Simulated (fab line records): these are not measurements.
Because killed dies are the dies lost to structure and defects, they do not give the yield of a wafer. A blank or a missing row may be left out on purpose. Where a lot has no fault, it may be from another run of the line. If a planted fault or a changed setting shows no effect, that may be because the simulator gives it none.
fab line records	flow sky130
[record] lots = 5	wafers = 15	last-day = 50
route steps=708 shown VIA4@650 METAL5@661
lots with no fault: from the same line, run without faults
start-h: hours from the record's opening day to when the first of the lot's shown wafers began	wait-h: time in hours since the lot's previous step	" same as the row above	L1.1+2: one row covering several wafers at once	- value missing, or start not given	* or withheld: withheld	< > ~ a bound
route shown NAME@n: a module of which the file shows steps, and the number in the route of the first	usual: average and standard deviation across the fault-free wafers	same: alike in all rows	chamber/n: place in a boat	sites: the reading at each site	_std_site: standard deviation of those values	_edge_site: outer sites' mean less inner sites'	radius-mm: for every site, how far away it sits from the centre of the wafer	mask NAME#n: copy n	behind: tool/chamber where the wafer was last shaped	hold: reason for holding the lot/hours on hold/outcome of the hold	device: the n, p or np transistor that did not switch	end of line: the tests these same wafers got at the end of their route	a step without rows: its recipe alone	killed: not the wafer's yield, but the dies lost to structure and defects at the first sort	map: a wafer's dies, x killed, . not, _ none there
set.NAME: the setting the step ran with; set.NAME@STEP: the setting that earlier step ran with	model.NAME: the simulator's own value behind a step, which no gauge read
lots at some steps of the route; a table a step, a row a wafer
services: the hour from which a tool's chamber was out of use, counted from the record's first day as start-h (under 0 if before that day), plus the number of hours and why
[[steps]]
[step SKY_VIA4_OVL_MEAS_11]
[usual] VIA4_OVL = -1.0/1.2
lot.wafer	tool	chamber	start-h	wait-h	VIA4_OVL[nm]
L971.1	overlay-01	-	1030.98	0.1	0.8
L971.5	"	-	"	"	-1.6
L971.6	"	-	"	"	-1.2
L975.1	overlay-02	-	1057.71	0.1	0.4
L975.3	"	-	"	"	-0.1
L975.5	"	-	"	"	-0.5
L980.2	overlay-02	-	1086.36	0.1	0.5
L980.3	"	-	"	"	-1.2
L980.5	"	-	"	"	-2.0
L985.1	overlay-02	-	1114.31	0.1	-0.2
L985.3	"	-	"	"	-2.5
L985.5	"	-	"	"	-1.0
L991.1	overlay-02	-	1146.89	0.1	-1.8
L991.5	"	-	"	"	-2.3
L991.6	"	-	"	"	-1.7
[step SKY_VIA4_ETCH_12]
[recipe] target = SiO2	chemistry = C4F8/O2/Ar	stop-on = TiN	mask-material = NOVOLAK	source-w = 1500	bias-w = 1200	pressure-mtorr = 40	c4f8-flow-sccm = withheld	O2_flow_sccm = 6	Ar_flow_sccm = 300	time-s = withheld	target-depth-a = 5800
[step SKY_VIA4_STRIP_13]
[recipe] chemistry = O2/N2	power-w = 1400	pressure-mtorr = 1500	platen-temp-c = withheld	o2-flow-sccm = 3000	n2-flow-sccm = 300	overash-fraction = 0.5
[usual] drypump-motor-current-A = 5.7/0.43	n2-flow-sccm = 300.0/0.84	o2-flow-sccm = 2997/9.4	oes-product-au = 0.709/0.0049	strip-time-to-endpoint-s = 12.81/0.032
lot.wafer	tool	chamber	start-h	wait-h	drypump-motor-current-A	n2-flow-sccm	o2-flow-sccm	oes-product-au	rf-hours-counter-h	strip-time-to-endpoint-s
L971.1	plasma-asher-04	1	1031.08	-	5.2	302.1	2997	0.705	25	12.78
L971.5	"	0	"	"	6.3	300.2	2997	0.708	-	12.83
L971.6	"	1	"	"	5.2	300.2	2994	0.707	-	12.77
L975.1	plasma-asher-01	1	1057.82	-	5.7	300.5	3015	0.709	96	12.84
L975.3	"	1	"	"	5.7	299.3	3009	0.719	-	12.78
L975.5	"	1	"	"	5.7	299.4	3013	0.709	-	12.86
L980.2	plasma-asher-04	1	1086.47	-	5.1	300.3	3016	0.704	30	12.79
L980.3	"	0	"	"	6.3	300.4	3009	0.715	-	12.81
L980.5	"	1	"	"	5.2	299.2	3004	0.709	-	12.84
L985.1	plasma-asher-02	1	1114.42	-	6.1	299.6	3019	0.709	73	12.77
L985.3	"	1	"	"	6.1	300.8	2999	0.710	-	12.84
L985.5	"	0	"	"	5.7	298.5	3005	0.709	-	12.81
L991.1	plasma-asher-01	0	1147.00	-	5.2	301.0	2990	0.709	105	12.84
L991.5	"	0	"	"	5.2	301.1	3003	0.707	-	12.77
L991.6	"	1	"	"	5.7	300.5	2997	0.711	-	12.76
[step SKY_VIA4_STRIP_14]
[recipe] chemistry = post-etch-residue-remover	time-s = 1200	temp-c = 72.5
[step SKY_VIA4_CLEAN_15]
[recipe] chemistry = IPA	time-s = 180	temp-c = 25
[step SKY_VIA4_CLEAN_16]
[recipe] chemistry = O3/DIW	dry = n2-spin
[step SKY_VIA4_SPUTTER_17]
[recipe] material = TiN	target-thk-nm = 20	chamber-pressure-pa = 5	power-w = 4000	time-s = 80
[usual] throttle-valve-pct = 30.0/0.96
lot.wafer	tool	chamber	start-h	wait-h	throttle-valve-pct
L971.1	pvd-sputter-04	-	1031.68	0.0	30.3
L971.5	"	-	"	"	30.6
L971.6	"	-	"	"	28.3
L975.1	pvd-sputter-02	-	1058.48	0.0	28.8
L975.3	"	-	"	"	30.0
L975.5	"	-	"	"	28.8
L980.2	pvd-sputter-03	-	1087.12	0.0	28.8
L980.3	"	-	"	"	30.0
L980.5	"	-	"	"	29.4
L985.1	pvd-sputter-04	-	1115.05	0.0	30.3
L985.3	"	-	"	"	30.6
L985.5	"	-	"	"	30.3
L991.1	pvd-sputter-03	-	1147.59	0.0	29.8
L991.5	"	-	"	"	29.6
L991.6	"	-	"	"	31.1
[step SKY_VIA4_CVD_18]
[recipe] material = W	target-thk-nm = 505	time-s = 152.14	temp-c = 400	pressure-torr = 40
[usual] heater-power-outer-w = 579/69	heater-power-w = 919/89
lot.wafer	tool	chamber	start-h	wait-h	heater-power-outer-w	heater-power-w
L971.1	cvd-w-02	0	1031.74	0.0	604	966
L971.5	"	1	"	"	531	876
L971.6	"	0	"	"	612	956
L975.1	cvd-w-01	1	1058.54	0.0	470	777
L975.3	"	1	"	"	478	777
L975.5	"	1	"	"	475	796
L980.2	cvd-w-02	0	1087.18	0.0	624	961
L980.3	"	1	"	"	541	898
L980.5	"	0	"	"	617	951
L985.1	cvd-w-02	0	1115.11	0.0	623	974
L985.3	"	0	"	"	617	989
L985.5	"	1	"	"	546	844
L991.1	cvd-w-01	0	1147.66	0.0	688	1061
L991.5	"	1	"	"	479	784
L991.6	"	0	"	"	684	1050
[step SKY_VIA4_RS_MEAS_19]
[recipe] thk-meas-gauge = four-point-probe	reads = W_of_VIA4_CVD_18+TiN_of_VIA4_SPUTTER_17
[usual] VIA4_W_RS = 0.2274/0.0023
lot.wafer	tool	chamber	start-h	wait-h	VIA4_W_RS[ohm/sq]
L971.1	film-metro-02	-	1031.89	0.1	0.2319
L971.5	"	-	"	"	0.2250
L971.6	"	-	"	"	0.2287
L975.1	film-metro-04	-	1058.72	0.1	0.2299
L975.3	"	-	"	"	0.2292
L975.5	"	-	"	"	0.2285
L980.2	film-metro-03	-	1087.36	0.1	0.2269
L980.3	"	-	"	"	0.2270
L980.5	"	-	"	"	0.2252
L985.1	film-metro-04	-	1115.26	0.1	0.2243
L985.3	"	-	"	"	0.2254
L985.5	"	-	"	"	0.2263
L991.1	film-metro-03	-	1147.81	0.1	0.2239
L991.5	"	-	"	"	0.2306
L991.6	"	-	"	"	0.2237
[step SKY_VIA4_THK_MEAS_20]
[recipe] thk-meas-gauge = xrf	reads = W_of_VIA4_CVD_18
[usual] VIA4_W_THK = 528/8.6
lot.wafer	tool	chamber	start-h	wait-h	VIA4_W_THK[nm]
L971.1	film-metro-02	-	1032.01	0.1	507
L971.5	"	-	"	"	524
L971.6	"	-	"	"	519
L975.1	film-metro-04	-	1058.84	0.1	523
L975.3	"	-	"	"	524
L975.5	"	-	"	"	518
L980.2	film-metro-03	-	1087.47	0.1	535
L980.3	"	-	"	"	535
L980.5	"	-	"	"	535
L985.1	film-metro-04	-	1115.38	0.1	539
L985.3	"	-	"	"	535
L985.5	"	-	"	"	533
L991.1	film-metro-03	-	1147.93	0.1	541
L991.5	"	-	"	"	522
L991.6	"	-	"	"	541
[step SKY_VIA4_CMP_21]
[recipe] stop-on = SiO2	t-overpolish-s = 25	down-force-psi = 3.5	platen-rpm = 60	target-thk-nm = 0	pad-velocity-m-s = 0.94248
[usual] motor-current-A = 11.2/1.1	overpolish-run-s = 25.000/0.0099	time-to-endpoint-s = 125/7.2
lot.wafer	tool	chamber	start-h	wait-h	motor-current-A	overpolish-run-s	time-to-endpoint-s
L971.1	cmp-02	1	1032.22	0.2	11.5	25.002	121
L971.5	"	2	"	"	10.1	24.999	134
L971.6	"	3	"	"	9.0	25.000	125
L975.3	cmp-01	0	1059.00	0.1	11.5	25.008	131
L975.1	"	1	"	"	11.3	24.994	128
L975.5	"	3	"	"	12.7	25.007	118
L980.2	cmp-01	1	1087.54	0.1	11.3	24.999	122
L980.3	"	2	"	"	10.8	25.004	130
L980.5	"	1	"	"	11.4	25.011	124
L985.1	cmp-02	1	1115.54	0.1	11.2	25.004	120
L985.3	"	2	"	"	9.7	24.978	129
L985.5	"	3	"	"	8.9	24.993	125
L991.1	cmp-01	1	1148.14	0.2	11.5	25.014	126
L991.5	"	2	"	"	11.7	25.015	131
L991.6	"	3	"	"	12.5	25.004	117
[step SKY_METAL5_SPUTTER_00]
[recipe] material = Ti	target-thk-nm = 15	power-w = 3000	time-s = 10	chamber-pressure-pa = 0.4
[usual] throttle-valve-pct = 29.9/1.1
lot.wafer	tool	chamber	start-h	wait-h	throttle-valve-pct
L971.1	pvd-sputter-03	-	1032.37	0.1	28.7
L971.5	"	-	"	"	29.0
L971.6	"	-	"	"	29.6
L975.1	pvd-sputter-03	-	1059.20	0.1	30.0
L975.3	"	-	"	"	29.7
L975.5	"	-	"	"	31.4
L980.2	pvd-sputter-03	-	1087.84	0.2	29.0
L980.3	"	-	"	"	30.0
L980.5	"	-	"	"	31.5
L985.1	pvd-sputter-01	-	1115.74	0.1	27.4
L985.3	"	-	"	"	31.5
L985.5	"	-	"	"	31.2
L991.1	pvd-sputter-01	-	1148.29	0.1	29.9
L991.5	"	-	"	"	28.7
L991.6	"	-	"	"	30.3
[step SKY_METAL5_SPUTTER_01]
[recipe] material = TiN	target-thk-nm = 20	power-w = 6500	time-s = 16.7	chamber-pressure-pa = 0.4
[usual] throttle-valve-pct = 29.9/1
lot.wafer	tool	chamber	start-h	wait-h	throttle-valve-pct	model.TiN_of_METAL5_SPUTTER_01.thk-nm
L971.1	pvd-sputter-03	-	1032.39	0.0	28.8	19.65
L971.5	"	-	"	"	28.9	19.65
L971.6	"	-	"	"	29.9	20.03
L975.1	pvd-sputter-03	-	1059.22	0.0	30.0	20.13
L975.3	"	-	"	"	29.5	20.21
L975.5	"	-	"	"	31.3	20.26
L980.2	pvd-sputter-03	-	1087.86	0.0	28.7	19.96
L980.3	"	-	"	"	29.7	20.1
L980.5	"	-	"	"	31.1	26.62
L985.1	pvd-sputter-01	-	1115.76	0.0	28.0	20.14
L985.3	"	-	"	"	31.3	19.98
L985.5	"	-	"	"	31.3	19.71
L991.1	pvd-sputter-01	-	1148.31	0.0	29.9	19.77
L991.5	"	-	"	"	28.8	20.03
L991.6	"	-	"	"	29.7	19.69
[step SKY_METAL5_SPUTTER_02]
[recipe] material = AlCu	target-thk-nm = 1150	power-w = 10600	time-s = 61.2	chamber-pressure-pa = 0.4
[[services]]
tool	chamber	start-h	hours	kind
cmp-02	-	1011.35	2.3	repair
pvd-sputter-03	-	1019.12	0.8	repair
pvd-sputter-01	-	1058.37	2.1	repair
cmp-02	-	1082.50	4.4	repair
plasma-asher-04	-	1082.61	2.8	pm
cmp-02	-	1086.86	4.0	pm
cmp-02	-	1089.75	0.6	repair
cmp-02	-	1090.86	-	consumable-replace:conditioner
cmp-02	-	1090.86	-	consumable-replace:pad
plasma-asher-02	-	1102.77	4.1	repair
cmp-01	-	1103.30	4.3	pm
pvd-sputter-03	-	1110.52	2.7	repair
plasma-asher-02	-	1110.62	1.0	repair
cmp-02	-	1116.03	5.3	pm
plasma-asher-04	-	1120.33	13.0	repair
cvd-w-01	-	1137.94	0.6	repair
[[key]]
first-sign none at tools or gauges
[model-effect] step = SKY_METAL5_SPUTTER_01	value = TiN_of_METAL5_SPUTTER_01.thk-nm	without = 20.08	struck = 26.62
met-at SKY_METAL5_SPUTTER_01
struck-wafers L980.5
onset-between 1059.22 1087.86
[fault] kind = process-parameter-drift	tool = pvd-sputter-03	chamber = -	onset-h = 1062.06	steps = SKY_METAL5_SPUTTER_01	channel = target-thk-nm	offset = 6.5443	shape = step	end-h = 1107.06	scope = struck-wafers-only	acts-in = these-recipes-only	stated = 20
